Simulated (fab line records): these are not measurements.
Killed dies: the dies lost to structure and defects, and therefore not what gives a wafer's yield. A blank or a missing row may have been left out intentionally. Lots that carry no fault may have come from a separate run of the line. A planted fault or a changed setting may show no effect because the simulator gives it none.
A lot that was struck, set against a sound lot | flow gf180mcu | 14 steps out of a route of 602
Sound: wafers L310.4, L310.5, L310.6. The struck wafers were L315.2, L315.4, L315.6. The cause is named last.
At each step with rows: each side's tool, then ch and its chambers, then its first start. Under that, the readings that differ: sound wafers | struck wafers | difference of the means | sigmas: that difference in standard deviations of wafers without a fault.
alike: a reading whose means differ by less than 2 such deviations, as well as words and numbers matching on both sides. not compared: withheld readings; readings where some wafer has no value; bounds like >300 that might hide an equal value; numbers whose values overlap and for which the record gives no deviation.
A row with sigmas, a row that says differs or no value, or rows on one side alone: a step with any of these is where the two part. Numbers that don't overlap but have no deviation are shown without sigmas and don't part them. A reading that every wafer of one side lacks parts them only if that side has two wafers or more.

first, 4 steps without rows for these wafers: GF_VT_IMPLANT_SOFTBAKE_25 (time 60 s); GF_VT_IMPLANT_EXPOSE_26 (exposes mask LVPWELL HV AREA, target cd 860 nm); GF_VT_IMPLANT_PEB_27; GF_VT_IMPLANT_DEVELOP_28 (develop time 60 s).
GF_VT_IMPLANT_OVL_MEAS_29:
  struck on overlay-01, day 9 14:10; sound on overlay-01, day 8 05:02
  alike: VT_IMPLANT_02_OVL
next, for these wafers, 1 step has no rows: GF_VT_IMPLANT_IMPLANT_30.
GF_VT_IMPLANT_STRIP_31: strips in O2/N2.
  sound on plasma asher-02 ch 0,1, day 8 05:14; struck on plasma asher-04 ch 1, day 9 14:21
  reading            | sound       | struck      | difference | sigmas
  heater power w (W) | 290 287 304 | 358 348 352 | +59        | +2
  alike: drypump motor current A, n2 flow sccm, oes product au, strip time to endpoint s
  not compared: rf hours counter h
GF_VT_IMPLANT_TW_MEAS_32:
  struck on film metro-01, day 9 14:28; sound on film metro-01, day 8 05:20
  alike: VT_IMPLANT_3_TW
then, 4 steps without rows for these wafers: GF_VT_IMPLANT_DEHYDRATE_33 (time 60 s); GF_VT_IMPLANT_HMDS_34 (prime time 60 s); GF_VT_IMPLANT_COAT_35 (resist thk 1000 nm); GF_VT_IMPLANT_SOFTBAKE_36 (time 60 s).
GF_VT_IMPLANT_EXPOSE_37: exposes mask Nwell HV AREA, target cd 860 nm.
  sound on iline stepper-02 ch 0, day 8 13:20; struck on iline stepper-01, day 9 23:32
  no value came back on the struck wafers for exposure dose mJ cm2, focus offset nm (nm); on the sound wafers exposure dose mJ cm2 reads 139.92 140.14 139.88
  reading                            | sound                   | struck                  | difference | sigmas
  model.VT_IMPLANT.overlay x nm (nm) | -0.8572 -0.8572 -0.8572 | -0.4073 -0.4073 -0.4073 | +0.4499    |
  model.VT_IMPLANT.overlay y nm (nm) | -0.5211 -0.5211 -0.5211 | 1.143 1.143 1.143       | +1.664     |
  alike: mask
next, for these wafers, 1 step has no rows: GF_VT_IMPLANT_PEB_38.

## WHERE THEY PART
First at GF_VT_IMPLANT_STRIP_31; last, within this record, at GF_VT_IMPLANT_EXPOSE_37.

WHY: whatever the simulator had introduced
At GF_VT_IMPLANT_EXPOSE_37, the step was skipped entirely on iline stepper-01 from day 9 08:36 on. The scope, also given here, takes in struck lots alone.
